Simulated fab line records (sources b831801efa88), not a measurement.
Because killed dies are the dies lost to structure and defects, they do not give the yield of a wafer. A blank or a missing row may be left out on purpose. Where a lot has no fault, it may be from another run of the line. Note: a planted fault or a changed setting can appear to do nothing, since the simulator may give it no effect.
What tool caused it? | flow gf180mcu | 11 lots, 33 wafers sampled, at 7 steps of a route of 602

WHAT THE GAUGES SHOWED, per wafer
GF_M4_RS_MEAS_05: the measuring method here is four-point-probe. Usual: for M4_ALCU_RS the level is 0.0698 ohm/sq and the standard deviation is 0.00073.
lot  | measured     | on           | M4_ALCU_RS (ohm/sq)  | flag
L502 | day 22 22:26 | filmMetro-04 | 0.0709 0.0708 0.0690 | 
L503 | day 23 01:17 | filmMetro-04 | 0.0707 0.0714 0.0704 | 
L504 | day 23 11:46 | filmMetro-02 | 0.0702 0.0703 0.0694 | 
L505 | day 23 23:11 | filmMetro-02 | 0.0685 0.0688 0.0686 | 
L506 | day 24 05:46 | filmMetro-03 | 0.0701 0.0686 0.0698 | 
L514 | day 26 15:01 | filmMetro-03 | 0.0706 0.0702 0.0701 | 
L515 | day 26 23:11 | filmMetro-02 | 0.0699 0.0699 0.0707 | 
L518 | day 27 19:53 | filmMetro-02 | 0.0702 0.0686 0.0705 | 
L520 | day 28 13:18 | filmMetro-02 | 0.0699 0.0679 0.0696 | 
L522 | day 28 22:23 | filmMetro-03 | 0.0699 0.0698 0.0694 | 
L523 | day 29 12:17 | filmMetro-04 | 0.0697 0.0693 0.0701 | 

GF_V5_RS_MEAS_24: the measuring method here is four-point-probe. Usual: for V5_W_RS the level is 0.328 ohm/sq and the standard deviation is 0.0038.
lot  | measured     | on           | V5_W_RS (ohm/sq)  | flag
L502 | day 27 14:16 | filmMetro-01 | 0.325 0.332 0.327 | 
L503 | day 27 17:08 | filmMetro-01 | 0.323 0.325 0.325 | 
L504 | day 28 02:29 | filmMetro-03 | 0.328 0.331 0.324 | 
L505 | day 28 15:09 | filmMetro-02 | 0.333 0.326 0.327 | 
L506 | day 28 18:38 | filmMetro-01 | 0.332 0.333 0.330 | 
L514 | day 30 22:40 | filmMetro-01 | 0.459 0.443 0.460 | OFF
L515 | day 31 05:49 | filmMetro-03 | 0.459 0.458 0.461 | OFF
L518 | day 31 23:25 | filmMetro-03 | 0.328 0.330 0.329 | 
L520 | day 32 14:29 | filmMetro-02 | 0.332 0.331 0.331 | 
L522 | day 32 22:11 | filmMetro-02 | 0.329 0.332 0.335 | 
L523 | day 33 08:50 | filmMetro-02 | 0.328 0.329 0.328 | 

GF_V5_THK_MEAS_25: measures by xrf. Usual: for V5_W_THK the level is 353 nm and the standard deviation is 5.5.
lot  | measured     | on           | V5_W_THK (nm) | flag
L502 | day 27 14:22 | filmMetro-01 | 355 347 350   | 
L503 | day 27 17:16 | filmMetro-01 | 354 351 353   | 
L504 | day 28 02:37 | filmMetro-03 | 354 355 361   | 
L505 | day 28 15:16 | filmMetro-02 | 349 355 354   | 
L506 | day 28 18:45 | filmMetro-01 | 343 344 346   | 
L514 | day 30 22:47 | filmMetro-01 | 252 261 250   | OFF
L515 | day 31 05:56 | filmMetro-03 | 254 256 253   | OFF
L518 | day 31 23:31 | filmMetro-03 | 357 355 353   | 
L520 | day 32 14:37 | filmMetro-02 | 347 348 347   | 
L522 | day 32 22:19 | filmMetro-02 | 350 349 346   | 
L523 | day 33 08:56 | filmMetro-02 | 354 356 354   | 

GF_TOP_METAL_CD_MEAS_14: target cd 440 nm. Usual: cdNm at 440.1 nm, with a standard deviation of 2.3.
lot  | measured     | on       | cdNm (nm)         | flag
L502 | day 28 10:39 | cdSem-02 | 439.8 442.2 440.2 | 
L503 | day 28 14:01 | cdSem-02 | 439.4 438.5 439.0 | 
L504 | day 28 23:11 | cdSem-01 | 435.8 435.3 438.2 | 
L505 | day 29 11:08 | cdSem-02 | 442.9 439.1 443.6 | 
L506 | day 29 14:35 | cdSem-02 | 438.0 438.4 440.0 | 
L514 | day 31 16:43 | cdSem-02 | 441.2 442.6 441.1 | 
L515 | day 31 23:47 | cdSem-02 | 437.3 438.9 435.8 | 
L518 | day 32 16:14 | cdSem-02 | 440.5 441.4 441.7 | 
L520 | day 33 07:07 | cdSem-02 | 438.0 438.0 436.8 | 
L522 | day 33 14:26 | cdSem-02 | 437.9 440.0 440.7 | 
L523 | day 34 00:42 | cdSem-01 | 439.3 438.3 438.7 | 

WHICH TOOL RAN EACH LOT (tool, then ch and the chambers of the sampled wafers, then the start)
lot  | GF_M4_SPUTTER_04            | GF_V5_CVD_23                 | GF_V5_CMP_26
L502 | pvdSputter-04, day 22 22:23 | cvdW-02 ch 0,1, day 27 14:08 | cmp-01 ch 0,1, day 27 14:28
L503 | pvdSputter-02, day 23 01:14 | cvdW-02 ch 0,1, day 27 17:02 | cmp-01 ch 0,1,2, day 27 17:19
L504 | pvdSputter-01, day 23 11:43 | cvdW-02 ch 1, day 28 02:23   | cmp-02 ch 0,1,3, day 28 02:43
L505 | pvdSputter-04, day 23 23:08 | cvdW-01 ch 0,1, day 28 15:01 | cmp-02 ch 1,2, day 28 15:19
L506 | pvdSputter-04, day 24 05:42 | cvdW-01 ch 0,1, day 28 18:31 | cmp-01 ch 1,3, day 28 18:51
L514 | pvdSputter-02, day 26 14:58 | cvdW-02 ch 0,1, day 30 22:33 | cmp-02 ch 0,1, day 30 22:50
L515 | pvdSputter-02, day 26 23:08 | cvdW-02 ch 0, day 31 05:41   | cmp-02 ch 0,3, day 31 05:59
L518 | pvdSputter-01, day 27 19:50 | cvdW-01 ch 0,1, day 31 23:17 | cmp-01 ch 1,2,3, day 31 23:43
L520 | pvdSputter-01, day 28 13:15 | cvdW-01 ch 0,1, day 32 14:22 | cmp-02 ch 0,1, day 32 14:40
L522 | pvdSputter-02, day 28 22:20 | cvdW-01 ch 0,1, day 32 22:04 | cmp-02 ch 0,1,3, day 32 22:22
L523 | pvdSputter-02, day 29 12:13 | cvdW-01 ch 0,1, day 33 08:43 | cmp-01 ch 1,3, day 33 09:10
- GF_M4_SPUTTER_04: material TiN, target thk 50 nm, time 41.7 s.
- GF_V5_CVD_23: deposits W, target thk 350 nm, time 104.9 s.
- GF_V5_CMP_26: polishes, stops on SiO2, t overpolish 15 s, target thk 0 nm.

AS READ BY THE TOOLS THEMSELVES (means over the sampled wafers that have a number; for cases with no such wafer, the mark the record gives instead)
GF_M4_SPUTTER_04. Usual: throttleValvePct at 30.5 %, with a standard deviation of 1.1.
lot  | tool          | throttleValvePct (%) | flag
L502 | pvdSputter-04 | 31.0                 | 
L503 | pvdSputter-02 | 29.1                 | 
L504 | pvdSputter-01 | 30.7                 | 
L505 | pvdSputter-04 | 30.7                 | 
L506 | pvdSputter-04 | 31.6                 | 
L514 | pvdSputter-02 | 30.2                 | 
L515 | pvdSputter-02 | 29.7                 | 
L518 | pvdSputter-01 | 30.4                 | 
L520 | pvdSputter-01 | 30.7                 | 
L522 | pvdSputter-02 | 29.2                 | 
L523 | pvdSputter-02 | 30.5                 | 

GF_V5_CVD_23. Usual: heaterPowerW at 876 W, with a standard deviation of 51.
lot  | tool    | heaterPowerW (W) | flag
L502 | cvdW-02 | 848              | 
L503 | cvdW-02 | 848              | 
L504 | cvdW-02 | 852              | 
L505 | cvdW-01 | 936              | 
L506 | cvdW-01 | 878              | 
L514 | cvdW-02 | 857              | 
L515 | cvdW-02 | 850              | 
L518 | cvdW-01 | 933              | 
L520 | cvdW-01 | 942              | 
L522 | cvdW-01 | 899              | 
L523 | cvdW-01 | 947              | 

GF_V5_CMP_26. Usual: motorCurrentA 11.8 A, standard deviation 1; timeToEndpointS 85 s, standard deviation 3.1.
lot  | tool   | motorCurrentA (A) | timeToEndpointS (s) | flag
L502 | cmp-01 | 12.8              | 84                  | 
L503 | cmp-01 | 12.6              | 87                  | 
L504 | cmp-02 | 11.0              | 87                  | 
L505 | cmp-02 | 11.3              | 85                  | 
L506 | cmp-01 | 12.3              | 83                  | 
L514 | cmp-02 | 10.8              | 66                  | OFF
L515 | cmp-02 | 11.1              | 61                  | OFF
L518 | cmp-01 | 12.4              | 89                  | 
L520 | cmp-02 | 10.5              | 82                  | 
L522 | cmp-02 | 10.8              | 84                  | 
L523 | cmp-01 | 12.6              | 82                  | 

THE ANSWER, worked out from the rows above alone
Rule: take the mean of a lot's wafers that have a number; if it is more than 3 standard deviations from the usual mean, the lot is off. Also off: a lot with no number at a reading for which 4 or more lots have one. Any other lot the step has rows for is counted as sound. After the gauges, taken in route order, come the tools' own readings; for these a lot's mean is taken, as printed above. At the first step where some lot is off, the reading lying furthest off is the one used; lots without a number count as furthest.
Off: at GF_V5_RS_MEAS_24 (V5_W_RS), L514, L515.
A tool fits if, at a process step before that reading, it ran every lot that is off, and no sound lot after the first of them. Not tried: the gauges at GF_V5_RS_MEAS_24; whatever is off there is also off at GF_V5_CMP_26, on other tools, and gauge error can't account for it. One fits: cvdW-02 at GF_V5_CVD_23. A fault onset in the window from L504 (day 28 02:23, its last sound lot) to L514 (day 30 22:33, its first lot off) fits.

WHAT THE SIMULATOR HAD PUT IN
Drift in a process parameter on cvdW-02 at GF_V5_CVD_23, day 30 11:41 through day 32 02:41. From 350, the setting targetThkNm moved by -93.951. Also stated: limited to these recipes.
Shown lots that were struck: L514, L515. The rule given above showed the same thing.
